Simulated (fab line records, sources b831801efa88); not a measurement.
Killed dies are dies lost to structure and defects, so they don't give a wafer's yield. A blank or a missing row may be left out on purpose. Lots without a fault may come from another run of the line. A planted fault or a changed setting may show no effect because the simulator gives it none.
Which tool did it? | flow sky130 | 13 lots, 39 wafers sampled, at 5 steps of a route of 708

WHAT THE GAUGES READ, wafer by wafer
The record holds no reading of a measuring or inspecting step that can be judged against a usual standard deviation.

WHICH TOOL RAN EACH LOT (tool, then ch and the chambers of the sampled wafers, then the start)
lot  | SKY_VIA4_CMP_02               | SKY_METAL5_SPUTTER_00        | SKY_METAL5_SPUTTER_01        | SKY_PASSIVATION_CVD_00          | SKY_PAD_OPEN_PROBE_99
L619 | cmp-01 ch 0,1,2, day 40 02:30 | pvd_sputter-04, day 41 04:47 | pvd_sputter-04, day 41 04:48 | pecvd-02 ch 0,2, day 42 07:28   | -
L621 | cmp-02 ch 1,2,3, day 40 05:28 | pvd_sputter-04, day 41 08:13 | pvd_sputter-04, day 41 08:15 | pecvd-03 ch 1,2, day 42 10:44   | -
L624 | cmp-02 ch 0,2, day 41 01:04   | pvd_sputter-02, day 42 04:02 | pvd_sputter-02, day 42 04:04 | pecvd-04 ch 1,2, day 43 04:56   | -
L623 | cmp-02 ch 1,3, day 41 03:09   | pvd_sputter-03, day 42 06:28 | pvd_sputter-03, day 42 06:29 | pecvd-04 ch 0,1,2, day 43 07:13 | -
L625 | cmp-02 ch 0,1,3, day 41 15:07 | pvd_sputter-03, day 42 17:47 | pvd_sputter-03, day 42 17:48 | pecvd-04 ch 1,2, day 43 16:57   | -
L628 | cmp-02 ch 0,2,3, day 42 02:00 | pvd_sputter-03, day 43 04:20 | pvd_sputter-03, day 43 04:22 | pecvd-02 ch 0,1, day 44 02:55   | -
L631 | cmp-01 ch 0,2,3, day 43 03:44 | pvd_sputter-04, day 44 02:37 | pvd_sputter-04, day 44 02:38 | pecvd-04 ch 0,1,2, day 45 00:32 | -
L632 | cmp-01 ch 0,2,3, day 43 04:44 | pvd_sputter-04, day 44 04:31 | pvd_sputter-04, day 44 04:32 | pecvd-04 ch 0,1,2, day 45 02:38 | prober-01, day 46 18:55
L633 | cmp-02 ch 0,3, day 43 11:15   | pvd_sputter-03, day 44 10:49 | pvd_sputter-03, day 44 10:50 | pecvd-04 ch 0,1, day 45 07:55   | prober-02, day 46 23:52
L636 | cmp-01 ch 0,1,2, day 49 18:04 | pvd_sputter-04, day 50 13:59 | pvd_sputter-04, day 50 14:01 | pecvd-04 ch 0,1, day 51 05:50   | -
L637 | cmp-01 ch 0,2,3, day 49 19:44 | pvd_sputter-02, day 50 14:35 | pvd_sputter-02, day 50 14:37 | pecvd-03 ch 0,1,2, day 51 06:29 | -
L640 | cmp-01 ch 0,2,3, day 49 22:38 | pvd_sputter-02, day 50 15:29 | pvd_sputter-02, day 50 15:31 | pecvd-03 ch 0,2, day 51 07:29   | -
L641 | cmp-01 ch 0,3, day 49 23:26   | pvd_sputter-04, day 50 15:47 | pvd_sputter-04, day 50 15:49 | pecvd-02 ch 2, day 51 08:20     | -
- SKY_VIA4_CMP_02: polishes SiO2.
- SKY_METAL5_SPUTTER_00: material Ti, target thk 15 nm, time 10 s.
- SKY_METAL5_SPUTTER_01: material TiN, target thk 20 nm, time 16.7 s.
- SKY_PASSIVATION_CVD_00: deposits SiO2, target thk 90 nm.
- SKY_PAD_OPEN_PROBE_99

WHAT THE TOOLS THEMSELVES READ (means of the sampled wafers that have a number; where no wafer has one, the mark that the record gives instead)
SKY_VIA4_CMP_02. Usual: edge_zone_pressure_frac 1.001, standard deviation 0.0048; motor_current_A 11.7 A, standard deviation 0.92.
lot  | tool   | edge_zone_pressure_frac | motor_current_A (A) | flag
L619 | cmp-01 | 1.001                   | 10.9                |
L621 | cmp-02 | 1.001                   | 11.7                |
L624 | cmp-02 | 1.005                   | 12.9                |
L623 | cmp-02 | 0.999                   | 11.4                |
L625 | cmp-02 | 0.999                   | 11.5                |
L628 | cmp-02 | 1.001                   | 12.3                |
L631 | cmp-01 | 1.004                   | 11.0                |
L632 | cmp-01 | 1.000                   | 11.4                |
L633 | cmp-02 | 0.997                   | 11.6                |
L636 | cmp-01 | 1.000                   | 11.3                |
L637 | cmp-01 | 1.004                   | 11.5                |
L640 | cmp-01 | 1.000                   | 11.6                |
L641 | cmp-01 | 1.011                   | 11.0                |

SKY_METAL5_SPUTTER_00. Usual: throttle_valve_pct 29.4 %, standard deviation 1.1.
lot  | tool           | throttle_valve_pct (%) | flag
L619 | pvd_sputter-04 | 29.8                   |
L621 | pvd_sputter-04 | 29.7                   |
L624 | pvd_sputter-02 | 29.7                   |
L623 | pvd_sputter-03 | 29.3                   |
L625 | pvd_sputter-03 | 29.0                   |
L628 | pvd_sputter-03 | 29.1                   |
L631 | pvd_sputter-04 | 29.8                   |
L632 | pvd_sputter-04 | 29.9                   |
L633 | pvd_sputter-03 | 29.4                   |
L636 | pvd_sputter-04 | 30.8                   |
L637 | pvd_sputter-02 | 29.5                   |
L640 | pvd_sputter-02 | 29.5                   |
L641 | pvd_sputter-04 | 30.8                   |

SKY_METAL5_SPUTTER_01. Usual: throttle_valve_pct 29.4 %, standard deviation 1.1.
lot  | tool           | throttle_valve_pct (%) | flag
L619 | pvd_sputter-04 | 29.9                   |
L621 | pvd_sputter-04 | 29.6                   |
L624 | pvd_sputter-02 | 29.6                   |
L623 | pvd_sputter-03 | 29.4                   |
L625 | pvd_sputter-03 | 28.8                   |
L628 | pvd_sputter-03 | 29.2                   |
L631 | pvd_sputter-04 | 29.6                   |
L632 | pvd_sputter-04 | 29.7                   |
L633 | pvd_sputter-03 | 29.4                   |
L636 | pvd_sputter-04 | 30.9                   |
L637 | pvd_sputter-02 | 29.5                   |
L640 | pvd_sputter-02 | 29.6                   |
L641 | pvd_sputter-04 | 30.8                   |

SKY_PASSIVATION_CVD_00. Usual: heater_power_w 657 W, standard deviation 64.
lot  | tool     | heater_power_w (W) | flag
L619 | pecvd-02 | 655                |
L621 | pecvd-03 | 653                |
L624 | pecvd-04 | 705                |
L623 | pecvd-04 | 731                |
L625 | pecvd-04 | 735                |
L628 | pecvd-02 | 708                |
L631 | pecvd-04 | 657                |
L632 | pecvd-04 | 692                |
L633 | pecvd-04 | 586                |
L636 | pecvd-04 | 644                |
L637 | pecvd-03 | 653                |
L640 | pecvd-03 | 650                |
L641 | pecvd-02 | 613                |

SKY_PAD_OPEN_PROBE_99. Usual: defect_limited_yield 82.5 %, standard deviation 1.9; killed_at_M0_to_M3 43, standard deviation 7; killed_at_M4_up 2.7, standard deviation 1.6; killed_at_contacts 24, standard deviation 5.3; killed_at_front_end 16, standard deviation 4.6; killed_at_other 0.3, standard deviation 0.53; killed_dies 86, standard deviation 9.3; killed_open 47, standard deviation 6.9; killed_short 38, standard deviation 6.1; sort_bin_3_pad_short 0.9 %, standard deviation 0.4; sort_bin_5_function 10.3 %, standard deviation 1.4; sort_bin_6_memory 6.3 %, standard deviation 1.1; sort_n_pass 406, standard deviation 9.3; sort_yield_pct 82.5 %, standard deviation 1.9.
lot  | tool      | defect_limited_yield (%) | killed_at_M0_to_M3 | killed_at_M4_up | killed_at_contacts | killed_at_front_end | killed_at_other | killed_dies | killed_open | killed_short | sort_bin_3_pad_short (%) | sort_bin_5_function (%) | sort_bin_6_memory (%) | sort_n_pass | sort_yield_pct (%) | flag
L632 | prober-01 | 78.4                     | 50                 | 2.3             | 26                 | 10                  | 17.0            | 106         | 53          | 36           | 1.2                      | 13.4                    | 7.0                   | 386         | 78.4               | OFF
L633 | prober-02 | 80.0                     | 41                 | 1.7             | 25                 | 14                  | 17.0            | 98          | 44          | 38           | 1.7                      | 12.4                    | 6.0                   | 394         | 80.0               | OFF

THE ANSWER, worked out from the rows above alone
Rule: a lot is off if the mean of its wafers that have a number lies more than 3 standard deviations from the usual mean. A lot without any number at a reading at which 4 lots or more have one is off too. The other lots that the step has rows for count as sound. The gauges are gone through in route order, then the tools' own readings, and for those a lot's mean is taken as printed above. The first step at which some lot is off is used, and at that step the reading that is off furthest; a lot without a number counts as furthest.
Off: L632, L633, at SKY_PAD_OPEN_PROBE_99 (killed_at_other). Neither off nor sound, because the step has no rows for them: L619, L621, L624, L623, L625, L628, L631, L636, L637, L640, L641.
A tool fits if, at that step or a process step before it, it ran every lot that is off, and no sound lot after the first of them. One fits: pecvd-04 at SKY_PASSIVATION_CVD_00. It ran no sound lot before its first lot that is off in this sample, so the start can't be narrowed down.

WHAT THE SIMULATOR HAD PUT IN
Chamber particle source: pecvd-04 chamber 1, from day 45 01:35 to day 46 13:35, at SKY_PASSIVATION_CVD_00. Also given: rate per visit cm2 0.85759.
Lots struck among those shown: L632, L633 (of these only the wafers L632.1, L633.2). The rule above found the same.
